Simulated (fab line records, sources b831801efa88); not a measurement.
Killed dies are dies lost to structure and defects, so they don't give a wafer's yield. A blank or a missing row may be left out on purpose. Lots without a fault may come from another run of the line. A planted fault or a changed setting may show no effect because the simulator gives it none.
Which tool did it? | flow sfq_line | 13 lots, 39 wafers sampled, at 3 steps of a route of 325

WHAT THE GAUGES READ, wafer by wafer
The record holds no reading of a measuring or inspecting step that can be judged against a usual standard deviation.

WHICH TOOL RAN EACH LOT (tool, then ch and the chambers of the sampled wafers, then the start)
lot  | SFQ_TRILAYER_I2_CMP_CMP_064   | SFQ_TRILAYER_I2_METRO_MEASURE_065 | SFQ_TRILAYER_I2_VIA_ETCH_VIA_ETCH_070
L370 | cmp-01 ch 0,3, day 37 00:10   | film_metro-01, day 37 03:41       | rie_diel-04 ch 0,1,2, day 37 06:49
L372 | cmp-01 ch 0,1,3, day 38 01:06 | film_metro-04, day 38 04:13       | rie_diel-01 ch 0,1,3, day 38 07:44
L373 | cmp-02 ch 0,2,3, day 38 12:53 | film_metro-03, day 38 16:01       | rie_diel-01 ch 0,2,3, day 38 19:32
L375 | cmp-01 ch 0,2,3, day 38 18:31 | film_metro-03, day 38 21:50       | rie_diel-01 ch 1,2,3, day 39 01:44
L377 | cmp-02 ch 0,1,2, day 40 09:59 | film_metro-01, day 40 12:00       | rie_diel-01 ch 1,2,3, day 40 15:11
L379 | cmp-01 ch 1,3, day 41 23:17   | film_metro-03, day 42 01:54       | rie_diel-02 ch 0,1,2, day 42 06:22
L384 | cmp-02 ch 0,2,3, day 43 10:46 | film_metro-04, day 43 13:05       | rie_diel-01 ch 0,2,3, day 43 17:25
L385 | cmp-02 ch 1,2, day 43 20:34   | film_metro-04, day 44 00:05       | rie_diel-01 ch 1,2,3, day 44 03:12
L386 | cmp-02 ch 0,1,2, day 44 11:28 | film_metro-04, day 44 14:29       | rie_diel-01 ch 1,2,3, day 44 17:44
L387 | cmp-01 ch 0,3, day 44 16:17   | film_metro-01, day 44 19:24       | rie_diel-01 ch 0,2, day 44 22:56
L389 | cmp-02 ch 1,2, day 45 13:24   | film_metro-01, day 45 16:43       | rie_diel-01 ch 0,2,3, day 46 08:49
L391 | cmp-02 ch 0,3, day 46 06:04   | film_metro-04, day 46 09:05       | rie_diel-02 ch 1,2, day 47 01:10
L393 | cmp-02 ch 0,2, day 46 16:25   | film_metro-01, day 46 19:32       | rie_diel-04 ch 1,3, day 47 03:34
- SFQ_TRILAYER_I2_CMP_CMP_064: polishes SiO2.
- SFQ_TRILAYER_I2_METRO_MEASURE_065
- SFQ_TRILAYER_I2_VIA_ETCH_VIA_ETCH_070: etches SiO2 in CHF3, stops on Nb, target depth 260 nm.

WHAT THE TOOLS THEMSELVES READ (means of the sampled wafers that have a number; where no wafer has one, the mark that the record gives instead)
SFQ_TRILAYER_I2_CMP_CMP_064. Usual: motor_current_A 10.8 A, standard deviation 0.7; time_to_endpoint_s 217 s, standard deviation 7.5.
lot  | tool   | motor_current_A (A) | time_to_endpoint_s (s) | flag
L370 | cmp-01 | 10.6                | 218                    |
L372 | cmp-01 | 10.5                | 221                    |
L373 | cmp-02 | 10.9                | 222                    |
L375 | cmp-01 | 10.8                | 216                    |
L377 | cmp-02 | 11.0                | 229                    |
L379 | cmp-01 | 9.6                 | 217                    |
L384 | cmp-02 | 10.9                | 214                    |
L385 | cmp-02 | 10.9                | 224                    |
L386 | cmp-02 | 11.1                | 226                    |
L387 | cmp-01 | 10.8                | 220                    |
L389 | cmp-02 | 10.4                | 218                    |
L391 | cmp-02 | 10.9                | 222                    |
L393 | cmp-02 | 10.7                | 217                    |

SFQ_TRILAYER_I2_METRO_MEASURE_065. Usual: thk_nm 200.4 nm, standard deviation 0.89.
lot  | tool          | thk_nm (nm) | flag
L370 | film_metro-01 | 201.6       |
L372 | film_metro-04 | 201.3       |
L373 | film_metro-03 | 200.6       |
L375 | film_metro-03 | 201.1       |
L377 | film_metro-01 | 184.7       | OFF
L379 | film_metro-03 | 200.6       |
L384 | film_metro-04 | 200.5       |
L385 | film_metro-04 | 199.5       |
L386 | film_metro-04 | 200.6       |
L387 | film_metro-01 | 199.4       |
L389 | film_metro-01 | 200.5       |
L391 | film_metro-04 | 200.1       |
L393 | film_metro-01 | 200.5       |

SFQ_TRILAYER_I2_VIA_ETCH_VIA_ETCH_070. Usual: drypump_motor_current_A 5.9 A, standard deviation 0.45; oes_product_au 0.855 a.u., standard deviation 0.0047.
lot  | tool        | drypump_motor_current_A (A) | oes_product_au (a.u.) | flag
L370 | rie_diel-04 | 5.7                         | 0.857                 |
L372 | rie_diel-01 | 6.2                         | 0.855                 |
L373 | rie_diel-01 | 6.0                         | 0.856                 |
L375 | rie_diel-01 | 6.3                         | 0.856                 |
L377 | rie_diel-01 | 6.3                         | 0.816                 | OFF
L379 | rie_diel-02 | 5.5                         | 0.858                 |
L384 | rie_diel-01 | 5.9                         | 0.854                 |
L385 | rie_diel-01 | 6.3                         | 0.853                 |
L386 | rie_diel-01 | 6.3                         | 0.856                 |
L387 | rie_diel-01 | 5.6                         | 0.847                 |
L389 | rie_diel-01 | 5.9                         | 0.853                 |
L391 | rie_diel-02 | 5.6                         | 0.856                 |
L393 | rie_diel-04 | 6.1                         | 0.855                 |

THE ANSWER, worked out from the rows above alone
Rule: a lot is off if the mean of its wafers that have a number lies more than 3 standard deviations from the usual mean. A lot without any number at a reading at which 4 lots or more have one is off too. The other lots that the step has rows for count as sound. The gauges are gone through in route order, then the tools' own readings, and for those a lot's mean is taken as printed above. The first step at which some lot is off is used, and at that step the reading that is off furthest; a lot without a number counts as furthest.
Off: L377, at SFQ_TRILAYER_I2_METRO_MEASURE_065 (thk_nm).
A tool fits if, at that step or a process step before it, it ran every lot that is off, and no sound lot after the first of them. None of those tried fits.

WHAT THE SIMULATOR HAD PUT IN
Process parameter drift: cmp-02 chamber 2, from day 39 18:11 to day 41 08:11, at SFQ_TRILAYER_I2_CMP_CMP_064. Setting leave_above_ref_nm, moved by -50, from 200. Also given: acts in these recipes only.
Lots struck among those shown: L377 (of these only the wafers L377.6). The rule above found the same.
